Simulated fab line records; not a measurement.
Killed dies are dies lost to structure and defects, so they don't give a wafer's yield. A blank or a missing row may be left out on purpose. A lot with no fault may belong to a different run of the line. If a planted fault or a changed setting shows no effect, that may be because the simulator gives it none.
fab line records	flow sky130	part 1 of 2: steps 1 to 25 of 37
record: lots: 5	wafers: 15	last_day: 50
route steps=708 shown CONTACT@414 METAL1@434
lots with no fault: from the same line, run without faults
start_h: the number of hours between the record's first day and the start of the first shown wafer of the lot	wait_h: hours since the lot's step before	" identical to the entry in the row above	L1.1+2: a row that stands for several wafers	- no value, or no start was given	* or withheld: withheld	< > ~ a bound
route shown NAME@n: a module of which the file shows steps, and the number in the route of the first	usual: mean/standard deviation of fault-free wafers	same: alike in all rows	chamber/n: place in a boat	sites: per-site readings	_std_site: the standard deviation of these	_edge_site: outer sites' mean less inner sites'	radius_mm: for every site, how far away it sits from the centre of the wafer	mask NAME#n: copy n	behind: the most recent tool/chamber to have shaped the wafer	hold: the reason the lot was held/the length of the hold in hours/how it ended	device: which transistor (n, p or np) failed to switch	end of line: the tests these same wafers got at the end of their route	a step without rows: its recipe alone	killed: not the wafer's yield, but the dies lost to structure and defects at the first sort	map: shows each die of a wafer: x if killed, . if not, _ if none is there
set.NAME: the run value of the setting; set.NAME@STEP: its run value at that earlier step	model.NAME: the simulator's own value behind a step, which no gauge read
lots seen at some steps along the route; tables by step, rows by wafer
services: the hour from which a tool's chamber was out of use, counted from the record's first day as start_h (under 0 if before that day), plus the number of hours and why
== steps ==
step: SKY_CONTACT_COAT_08
recipe: resist: BARC	temp_c: withheld	time_s: withheld	spin_rpm: 3000	resist_thk_nm: 60
lot.wafer	tool	chamber	start_h	wait_h
L079.3+5+6	litho_track-02	0	764.12	0.1
L078.3+5+6	litho_track-01	0	765.29	0.1
L090.1+5+6	litho_track-02	0	851.82	0.1
L094.1+4+5	litho_track-03	0	872.00	0.1
L097.2+5+6	litho_track-03	0	890.78	0.1
step: SKY_CONTACT_COAT_09
recipe: resist: KrF-thick	spin_rpm: 3000	resist_thk_nm: 450
lot.wafer	tool	chamber	start_h	wait_h
L079.3+5+6	litho_track-02	0	-	-
L078.3+5+6	litho_track-01	0	-	-
L090.1+5+6	litho_track-02	0	-	-
L094.1+4+5	litho_track-03	0	-	-
L097.2+5+6	litho_track-03	0	-	-
step: SKY_CONTACT_SOFTBAKE_10
recipe: temp_c: 100.4	time_s: 90	resist: KrF-thick
usual: plate_temp_C: 100.39/0.12
lot.wafer	tool	chamber	start_h	wait_h	plate_temp_C
L079.3	litho_track-02	0	-	-	100.53
L079.5	"	0	"	"	100.41
L079.6	"	0	"	"	100.45
L078.3	litho_track-01	0	-	-	100.28
L078.5	"	0	"	"	100.37
L078.6	"	0	"	"	100.51
L090.1	litho_track-02	0	-	-	100.27
L090.5	"	0	"	"	100.38
L090.6	"	0	"	"	100.32
L094.1	litho_track-03	0	-	-	100.33
L094.4	"	0	"	"	100.22
L094.5	"	0	"	"	100.27
L097.2	litho_track-03	0	-	-	100.56
L097.5	"	0	"	"	100.37
L097.6	"	0	"	"	100.43
step: SKY_CONTACT_EXPOSE_11
recipe: mask_id: CTM1	na: 0.8	source_shape: annular	sigma_inner: 0.55	sigma_outer: 0.85	target_cd_nm: 170	dose_mj: 38
usual: exposure_dose_mJ_cm2: 37.95/0.039	focus_offset_nm: 0.2/0.52	reticle_temp_C: 23.01/0.11
lot.wafer	tool	chamber	start_h	wait_h	mask	exposure_dose_mJ_cm2	focus_offset_nm	reticle_temp_C
L079.3	krf_scanner-02	0	-	-	CTM1#0	38.00	0.5	23.21
L079.5	"	0	"	"	CTM1#0	37.98	-0.6	23.05
L079.6	"	0	"	"	CTM1#0	37.98	0.4	23.22
L078.3	krf_scanner-02	0	-	-	CTM1#0	37.89	0.6	22.97
L078.5	"	0	"	"	CTM1#0	37.92	0.5	23.10
L078.6	"	0	"	"	CTM1#0	37.88	-0.6	22.95
L090.1	krf_scanner-01	0	-	-	CTM1#0	37.98	-0.2	23.10
L090.5	"	0	"	"	CTM1#0	37.99	-0.2	23.09
L090.6	"	0	"	"	CTM1#0	37.94	0.1	22.99
L094.1	krf_scanner-01	0	-	-	CTM1#0	37.97	0.1	22.98
L094.4	"	0	"	"	CTM1#0	37.96	0.6	22.86
L094.5	"	0	"	"	CTM1#0	37.96	-0.1	22.86
L097.2	krf_scanner-02	0	-	-	CTM1#0	37.92	0.4	23.08
L097.5	"	0	"	"	CTM1#0	37.91	-0.2	23.14
L097.6	"	0	"	"	CTM1#0	37.96	0.8	23.08
step: SKY_CONTACT_PEB_12
recipe: peb_temp_c: withheld	peb_time_s: withheld	resist: KrF-thick
lot.wafer	tool	chamber	start_h	wait_h
L079.3+5+6	litho_track-03	0	-	-
L078.3+5+6	litho_track-02	0	-	-
L090.1+5+6	litho_track-01	0	-	-
L094.1+4+5	litho_track-03	0	-	-
L097.2+5+6	litho_track-01	0	-	-
step: SKY_CONTACT_DEVELOP_13
recipe: develop_time_s: 60	resist: KrF-thick	dev_temp_c: 21
lot.wafer	tool	chamber	start_h	wait_h
L079.3+5+6	litho_track-03	0	-	-
L078.3+5+6	litho_track-02	0	-	-
L090.1+5+6	litho_track-01	0	-	-
L094.1+4+5	litho_track-03	0	-	-
L097.2+5+6	litho_track-01	0	-	-
step: SKY_CONTACT_CD_MEAS_14
recipe: target_cd_nm: 170
usual: cd_nm: 170.1/1.3
lot.wafer	tool	chamber	start_h	wait_h	cd_nm
L079.3	cd_sem-01	-	778.17	-	171.5
L079.5	"	-	"	"	170.2
L079.6	"	-	"	"	170.8
L078.3	cd_sem-01	-	780.21	-	169.9
L078.5	"	-	"	"	170.4
L078.6	"	-	"	"	171.1
L090.1	cd_sem-02	-	865.34	-	172.6
L090.5	"	-	"	"	172.1
L090.6	"	-	"	"	171.2
L094.1	cd_sem-02	-	885.00	-	168.5
L094.4	"	-	"	"	169.3
L094.5	"	-	"	"	170.8
L097.2	cd_sem-02	-	903.61	-	170.2
L097.5	"	-	"	"	169.8
L097.6	"	-	"	"	170.7
step: SKY_CONTACT_OVL_MEAS_15
usual: CONTACT_OVL: 0/6
lot.wafer	tool	chamber	start_h	wait_h	CONTACT_OVL[nm]
L079.3	overlay-02	-	778.26	0.1	10
L079.5	"	-	"	"	8
L079.6	"	-	"	"	7
L078.3	overlay-01	-	780.30	0.1	-9
L078.5	"	-	"	"	-7
L078.6	"	-	"	"	0
L090.1	overlay-01	-	865.46	0.1	0
L090.5	"	-	"	"	-2
L090.6	"	-	"	"	3
L094.1	overlay-01	-	885.12	0.1	2
L094.4	"	-	"	"	5
L094.5	"	-	"	"	2
L097.2	overlay-01	-	903.72	0.1	-10
L097.5	"	-	"	"	-6
L097.6	"	-	"	"	-4
step: SKY_CONTACT_ETCH_16
recipe: chemistry: N2/H2	target: BARC	ion_energy_ev: 200	source_w: 500	bias_w: 100	pressure_mtorr: 30	n2_flow_sccm: 100	h2_flow_sccm: 200	stop_on: SiO2	time_s: 45.9	target_depth_a: 600
usual: drypump_motor_current_A: 5.9/0.39	oes_product_au: 0.854/0.0047	throttle_valve_pct: 13.225/0.0088
lot.wafer	tool	chamber	start_h	wait_h	drypump_motor_current_A	oes_product_au	rf_hours_counter_h	throttle_valve_pct
L079.3	rie_diel-01	3	778.29	0.0	6.1	0.851	33	13.241
L079.5	"	1	"	"	5.5	0.851	-	13.204
L079.6	"	2	"	"	5.9	0.854	-	13.218
L078.3	rie_diel-01	1	780.32	0.0	5.5	0.860	13	13.223
L078.5	"	1	"	"	5.5	0.850	-	13.250
L078.6	"	3	"	"	6.1	0.856	-	13.235
L090.1	rie_diel-03	2	865.50	0.0	6.3	0.849	18	13.228
L090.5	"	1	"	"	5.1	0.847	-	13.232
L090.6	"	2	"	"	6.2	0.852	-	13.224
L094.1	rie_diel-03	1	885.16	0.0	5.1	0.849	12	13.218
L094.4	"	0	"	"	6.4	0.857	19	13.228
L094.5	"	0	"	"	6.4	0.852	-	13.226
L097.2	rie_diel-03	0	903.75	0.0	6.4	0.857	19	13.225
L097.5	"	2	"	"	6.2	0.852	-	13.219
L097.6	"	3	"	"	6.4	0.857	-	13.228
step: SKY_CONTACT_ETCH_17
recipe: target: SiO2	chemistry: C4F8/O2/Ar	stop_on: Si3N4	mask_material: KrF-thick	source_w: 1500	bias_w: 1200	pressure_mtorr: 40	c4f8_flow_sccm: withheld	O2_flow_sccm: 6	Ar_flow_sccm: 300	time_s: withheld	target_depth_a: 3400
usual: oes_product_au: 0.892/0.0048
lot.wafer	tool	chamber	start_h	wait_h	oes_product_au
L079.3	rie_diel-01	3	778.33	0.0	0.887
L079.5	"	1	"	"	0.892
L079.6	"	2	"	"	0.889
L078.3	rie_diel-01	1	780.37	0.0	0.889
L078.5	"	1	"	"	0.900
L078.6	"	3	"	"	0.889
L090.1	rie_diel-03	2	865.54	0.0	0.888
L090.5	"	1	"	"	0.892
L090.6	"	2	"	"	0.901
L094.1	rie_diel-03	1	885.20	0.0	0.894
L094.4	"	0	"	"	0.890
L094.5	"	0	"	"	0.885
L097.2	rie_diel-03	0	903.79	0.0	0.898
L097.5	"	2	"	"	0.889
L097.6	"	3	"	"	0.888
step: SKY_CONTACT_ETCH_18
recipe: target: Si3N4	chemistry: CHF3/O2	stop_on: TiN	source_w: 600	bias_w: 200	pressure_mtorr: 40	chf3_flow_sccm: 50	O2_flow_sccm: 5	time_s: 39	target_depth_a: 750
usual: drypump_motor_current_A: 5.9/0.39	oes_product_au: 0.856/0.0073	throttle_valve_pct: 8.792/0.0087
lot.wafer	tool	chamber	start_h	wait_h	drypump_motor_current_A	oes_product_au	rf_hours_counter_h	throttle_valve_pct
L079.3	rie_diel-01	3	-	-	6.1	0.861	33	8.805
L079.5	"	1	"	"	5.4	0.856	-	8.804
L079.6	"	2	"	"	5.9	0.862	-	8.807
L078.3	rie_diel-01	1	-	-	5.4	0.845	13	8.788
L078.5	"	1	"	"	5.4	0.865	-	8.800
L078.6	"	3	"	"	6.1	0.867	-	8.781
L090.1	rie_diel-03	2	-	-	6.3	0.860	18	8.790
L090.5	"	1	"	"	5.0	0.872	-	8.781
L090.6	"	2	"	"	6.3	0.866	-	8.790
L094.1	rie_diel-03	1	-	-	5.0	0.863	12	8.796
L094.4	"	0	"	"	6.4	0.873	19	8.798
L094.5	"	0	"	"	6.4	0.863	-	8.803
L097.2	rie_diel-03	0	-	-	6.4	0.856	19	8.794
L097.5	"	2	"	"	6.3	0.865	-	8.804
L097.6	"	3	"	"	6.4	0.859	-	8.782
step: SKY_CONTACT_STRIP_19
recipe: chemistry: O2/N2	power_w: 1400	pressure_mtorr: 1500	platen_temp_c: withheld	o2_flow_sccm: 3000	n2_flow_sccm: 300	overash_fraction: 0.5
usual: drypump_motor_current_A: 5.5/0.37	oes_product_au: 0.380/0.0043	strip_time_to_endpoint_s: 3.602/0.027
lot.wafer	tool	chamber	start_h	wait_h	drypump_motor_current_A	oes_product_au	rf_hours_counter_h	strip_time_to_endpoint_s
L079.3	plasma_asher-02	0	778.45	-	5.7	0.385	-	3.632
L079.5	"	0	"	"	5.7	0.382	-	3.583
L079.6	"	1	"	"	6.1	0.383	-	3.581
L078.3	plasma_asher-01	0	780.49	-	5.1	0.383	-	3.597
L078.5	"	1	"	"	5.1	0.382	-	3.622
L078.6	"	0	"	"	5.1	0.382	-	3.630
L090.1	plasma_asher-02	1	865.63	-	6.1	0.381	42	3.571
L090.5	"	1	"	"	6.1	0.379	-	3.599
L090.6	"	0	"	"	5.7	0.379	-	3.553
L094.1	plasma_asher-01	0	885.29	-	5.1	0.381	104	3.607
L094.4	"	0	"	"	5.1	0.389	-	3.642
L094.5	"	0	"	"	5.1	0.384	-	3.658
L097.2	plasma_asher-01	0	903.88	-	5.1	0.372	106	3.641
L097.5	"	0	"	"	5.1	0.385	-	3.626
L097.6	"	1	"	"	5.1	0.380	-	3.602
step: SKY_CONTACT_STRIP_20
recipe: chemistry: post_etch_residue_remover	time_s: 1200	temp_c: 72.5
usual: bath_guard_temp_C: 72.5/0.55	bath_heat_duty_pct: 14.7/1.5	temp_c: 72.49/0.11
lot.wafer	tool	chamber	start_h	wait_h	bath_guard_temp_C	bath_heat_duty_pct	temp_c
L079.3	wet_bench-04	1	778.52	0.0	72.7	13.1	72.55
L079.5	"	1	"	"	72.9	14.1	72.47
L079.6	"	1	"	"	73.1	13.7	72.69
L078.3	wet_bench-03	3	780.56	0.0	72.7	16.3	72.39
L078.5	"	3	"	"	72.9	15.7	72.35
L078.6	"	3	"	"	72.4	15.3	72.60
L090.1	wet_bench-04	3	865.73	0.1	73.0	19.8	72.54
L090.5	"	3	"	"	73.2	19.2	72.35
L090.6	"	3	"	"	73.1	17.5	72.60
L094.1	wet_bench-04	1	885.47	0.2	73.1	13.9	72.64
L094.4	"	1	"	"	72.9	13.6	72.48
L094.5	"	1	"	"	72.8	13.0	72.32
L097.2	wet_bench-04	0	903.98	0.1	72.8	15.0	72.45
L097.5	"	0	"	"	72.9	15.6	72.53
L097.6	"	0	"	"	72.9	15.6	72.44
step: SKY_CONTACT_CLEAN_21
recipe: chemistry: IPA	time_s: 180	temp_c: 25
usual: bath_heat_duty_pct: 6.5/0.78	temp_c: 25.02/0.11
lot.wafer	tool	chamber	start_h	wait_h	bath_heat_duty_pct	temp_c
L079.3	wet_bench-01	0	778.86	0.0	6.0	25.14
L079.5	"	0	"	"	6.8	25.16
L079.6	"	0	"	"	7.0	25.11
L078.3	wet_bench-01	0	780.90	0.0	6.6	25.12
L078.5	"	0	"	"	6.1	25.08
L078.6	"	0	"	"	5.8	25.09
L090.1	wet_bench-04	0	866.07	0.0	6.0	25.01
L090.5	"	0	"	"	5.9	24.93
L090.6	"	0	"	"	7.0	24.99
L094.1	wet_bench-03	2	885.85	0.0	6.6	25.12
L094.4	"	2	"	"	6.5	25.20
L094.5	"	2	"	"	6.6	24.99
L097.2	wet_bench-03	3	904.35	0.0	6.9	24.92
L097.5	"	3	"	"	6.9	25.02
L097.6	"	3	"	"	6.4	24.71
step: SKY_CONTACT_CLEAN_22
recipe: chemistry: O3/DIW	dry: n2_spin
lot.wafer	tool	chamber	start_h	wait_h
L079.3+5+6	wet_bench-04	0	778.98	0.0
L078.3+5+6	wet_bench-04	1	781.01	0.0
L090.1+5+6	wet_bench-04	2	866.13	0.0
L094.1+4+5	wet_bench-03	2	885.91	0.0
L097.2+5+6	wet_bench-03	3	904.41	0.0
step: SKY_CONTACT_SPUTTER_23
recipe: material: TiN	target_thk_nm: 20	chamber_pressure_pa: 5	power_w: 4000	time_s: 80
usual: throttle_valve_pct: 30.2/0.9
lot.wafer	tool	chamber	start_h	wait_h	throttle_valve_pct
L079.3	pvd_sputter-04	-	779.07	0.0	29.6
L079.5	"	-	"	"	30.2
L079.6	"	-	"	"	29.5
L078.3	pvd_sputter-04	-	781.11	0.0	29.8
L078.5	"	-	"	"	29.7
L078.6	"	-	"	"	29.9
L090.1	pvd_sputter-04	-	866.22	0.0	29.5
L090.5	"	-	"	"	29.3
L090.6	"	-	"	"	29.1
L094.1	pvd_sputter-03	-	886.01	0.0	32.1
L094.4	"	-	"	"	29.9
L094.5	"	-	"	"	30.4
L097.2	pvd_sputter-04	-	904.50	0.0	29.7
L097.5	"	-	"	"	29.8
L097.6	"	-	"	"	30.1
step: SKY_CONTACT_CVD_24
recipe: material: W	target_thk_nm: 340	time_s: 102.12	temp_c: 400	pressure_torr: 40
usual: heater_power_outer_w: 555/35	heater_power_w: 873/29
lot.wafer	tool	chamber	start_h	wait_h	heater_power_outer_w	heater_power_w
L079.3	cvd_w-02	1	779.17	0.1	520	849
L079.5	"	1	"	"	505	886
L079.6	"	0	"	"	565	880
L078.3	cvd_w-02	0	781.20	0.1	558	878
L078.5	"	1	"	"	508	877
L078.6	"	0	"	"	550	887
L090.1	cvd_w-01	0	866.28	0.0	608	910
L090.5	"	0	"	"	614	919
L090.6	"	1	"	"	552	838
L094.1	cvd_w-01	1	886.07	0.0	541	828
L094.4	"	0	"	"	614	922
L094.5	"	1	"	"	546	817
L097.2	cvd_w-02	1	904.56	0.0	527	861
L097.5	"	1	"	"	515	865
L097.6	"	0	"	"	548	912
step: SKY_CONTACT_RS_MEAS_25
recipe: thk_meas_gauge: four-point-probe	reads: W_of_CONTACT_CVD_24+TiN_of_CONTACT_SPUTTER_23
usual: CONTACT_W_RS: 0.335/0.0035
lot.wafer	tool	chamber	start_h	wait_h	CONTACT_W_RS[ohm/sq]
L079.3	film_metro-02	-	779.28	0.1	0.336
L079.5	"	-	"	"	0.335
L079.6	"	-	"	"	0.338
L078.3	film_metro-01	-	781.32	0.1	0.336
L078.5	"	-	"	"	0.335
L078.6	"	-	"	"	0.334
L090.1	film_metro-02	-	866.39	0.1	0.331
L090.5	"	-	"	"	0.335
L090.6	"	-	"	"	0.334
L094.1	film_metro-04	-	886.18	0.1	0.342
L094.4	"	-	"	"	0.346
L094.5	"	-	"	"	0.342
L097.2	film_metro-04	-	904.69	0.1	0.335
L097.5	"	-	"	"	0.335
L097.6	"	-	"	"	0.336
step: SKY_CONTACT_THK_MEAS_26
recipe: thk_meas_gauge: xrf	reads: W_of_CONTACT_CVD_24
usual: CONTACT_W_THK: 349/6
lot.wafer	tool	chamber	start_h	wait_h	CONTACT_W_THK[nm]
L079.3	film_metro-02	-	779.38	0.1	349
L079.5	"	-	"	"	350
L079.6	"	-	"	"	346
L078.3	film_metro-01	-	781.42	0.1	343
L078.5	"	-	"	"	341
L078.6	"	-	"	"	344
L090.1	film_metro-02	-	866.51	0.1	356
L090.5	"	-	"	"	350
L090.6	"	-	"	"	354
L094.1	film_metro-04	-	886.30	0.1	348
L094.4	"	-	"	"	344
L094.5	"	-	"	"	349
L097.2	film_metro-04	-	904.80	0.1	354
L097.5	"	-	"	"	353
L097.6	"	-	"	"	351
step: SKY_CONTACT_CMP_27
recipe: stop_on: SiO2	t_overpolish_s: 15	down_force_psi: 3.5	platen_rpm: 60	target_thk_nm: 0	pad_velocity_m_s: 0.94248
usual: motor_current_A: 10.9/1.3	overpolish_run_s: 15.000/0.0087	time_to_endpoint_s: 82/3.1
lot.wafer	tool	chamber	start_h	wait_h	motor_current_A	overpolish_run_s	time_to_endpoint_s
L079.3	cmp-02	1	779.44	0.0	8.7	14.990	86
L079.6	"	1	"	"	8.2	15.001	85
L079.5	"	2	"	"	11.1	14.998	86
L078.3	cmp-01	1	781.51	0.1	11.4	14.986	80
L078.5	"	0	"	"	12.5	15.002	79
L078.6	"	1	"	"	11.4	14.994	80
L090.1	cmp-02	1	866.62	0.1	8.4	15.002	85
L090.5	"	0	"	"	11.1	15.004	84
L090.6	"	1	"	"	8.4	15.002	88
L094.4	cmp-02	3	886.36	0.0	10.0	15.002	85
L094.1	"	1	"	"	8.6	15.006	85
L094.5	"	0	"	"	10.7	14.988	81
L097.2	cmp-02	2	904.85	0.0	11.7	15.013	79
L097.6	"	2	"	"	11.4	15.003	80
L097.5	"	3	"	"	10.1	14.997	81
step: SKY_METAL1_SPUTTER_00
recipe: material: Ti	target_thk_nm: 15	power_w: 3000	time_s: 10	chamber_pressure_pa: 0.4
usual: throttle_valve_pct: 30.3/1
lot.wafer	tool	chamber	start_h	wait_h	throttle_valve_pct
L079.3	pvd_sputter-02	-	779.74	0.2	32.0
L079.5	"	-	"	"	29.7
L079.6	"	-	"	"	31.7
L078.3	pvd_sputter-02	-	781.76	0.2	30.6
L078.5	"	-	"	"	31.8
L078.6	"	-	"	"	29.5
L090.1	pvd_sputter-02	-	866.87	0.2	31.5
L090.5	"	-	"	"	29.4
L090.6	"	-	"	"	30.6
L094.1	pvd_sputter-01	-	886.66	0.1	29.2
L094.4	"	-	"	"	30.1
L094.5	"	-	"	"	31.6
L097.2	pvd_sputter-01	-	905.15	0.2	29.1
L097.5	"	-	"	"	31.5
L097.6	"	-	"	"	28.9
step: SKY_METAL1_SPUTTER_01
recipe: material: TiN	target_thk_nm: 20	power_w: 6500	time_s: 16.7	chamber_pressure_pa: 0.4
usual: throttle_valve_pct: 30.3/1
lot.wafer	tool	chamber	start_h	wait_h	throttle_valve_pct
L079.3	pvd_sputter-02	-	779.76	0.0	31.8
L079.5	"	-	"	"	29.6
L079.6	"	-	"	"	31.6
L078.3	pvd_sputter-02	-	781.78	0.0	30.7
L078.5	"	-	"	"	31.5
L078.6	"	-	"	"	29.4
L090.1	pvd_sputter-02	-	866.90	0.0	31.3
L090.5	"	-	"	"	29.3
L090.6	"	-	"	"	30.7
L094.1	pvd_sputter-01	-	886.68	0.0	29.3
L094.4	"	-	"	"	29.8
L094.5	"	-	"	"	31.3
L097.2	pvd_sputter-01	-	905.18	0.0	29.3
L097.5	"	-	"	"	31.3
L097.6	"	-	"	"	28.7
step: SKY_METAL1_SPUTTER_02
recipe: material: AlCu	target_thk_nm: 250	power_w: 10600	time_s: 13.3	chamber_pressure_pa: 0.4
usual: throttle_valve_pct: 30.3/1
lot.wafer	tool	chamber	start_h	wait_h	throttle_valve_pct
L079.3	pvd_sputter-02	-	779.79	0.0	31.9
L079.5	"	-	"	"	29.8
L079.6	"	-	"	"	31.8
L078.3	pvd_sputter-02	-	781.80	0.0	30.4
L078.5	"	-	"	"	31.7
L078.6	"	-	"	"	29.5
L090.1	pvd_sputter-02	-	866.92	0.0	31.2
L090.5	"	-	"	"	29.7
L090.6	"	-	"	"	30.6
L094.1	pvd_sputter-01	-	886.71	0.0	29.2
L094.4	"	-	"	"	30.2
L094.5	"	-	"	"	31.4
L097.2	pvd_sputter-01	-	905.20	0.0	29.1
L097.5	"	-	"	"	31.4
L097.6	"	-	"	"	28.6
step: SKY_METAL1_SPUTTER_03
recipe: material: Ti	target_thk_nm: 5	power_w: 3000	time_s: 3.3	chamber_pressure_pa: 0.4
usual: throttle_valve_pct: 30.3/1
lot.wafer	tool	chamber	start_h	wait_h	throttle_valve_pct
L079.3	pvd_sputter-02	-	779.81	0.0	31.5
L079.5	"	-	"	"	29.7
L079.6	"	-	"	"	31.6
L078.3	pvd_sputter-02	-	781.83	0.0	30.6
L078.5	"	-	"	"	31.8
L078.6	"	-	"	"	29.8
L090.1	pvd_sputter-02	-	866.95	0.0	30.9
L090.5	"	-	"	"	29.6
L090.6	"	-	"	"	30.8
L094.1	pvd_sputter-01	-	886.73	0.0	29.3
L094.4	"	-	"	"	29.7
L094.5	"	-	"	"	31.3
L097.2	pvd_sputter-01	-	905.23	0.0	29.3
L097.5	"	-	"	"	31.3
L097.6	"	-	"	"	28.9
step: SKY_METAL1_SPUTTER_04
recipe: material: TiN	target_thk_nm: 70	power_w: 6500	time_s: 58.3	chamber_pressure_pa: 0.4
usual: throttle_valve_pct: 30.3/1
lot.wafer	tool	chamber	start_h	wait_h	throttle_valve_pct
L079.3	pvd_sputter-02	-	779.83	0.0	31.7
L079.5	"	-	"	"	29.6
L079.6	"	-	"	"	31.7
L078.3	pvd_sputter-02	-	781.85	0.0	30.7
L078.5	"	-	"	"	31.8
L078.6	"	-	"	"	29.7
L090.1	pvd_sputter-02	-	866.96	0.0	31.2
L090.5	"	-	"	"	29.5
L090.6	"	-	"	"	30.4
L094.1	pvd_sputter-01	-	886.75	0.0	29.0
L094.4	"	-	"	"	29.9
L094.5	"	-	"	"	31.4
L097.2	pvd_sputter-01	-	905.25	0.0	29.1
L097.5	"	-	"	"	31.1
L097.6	"	-	"	"	28.6
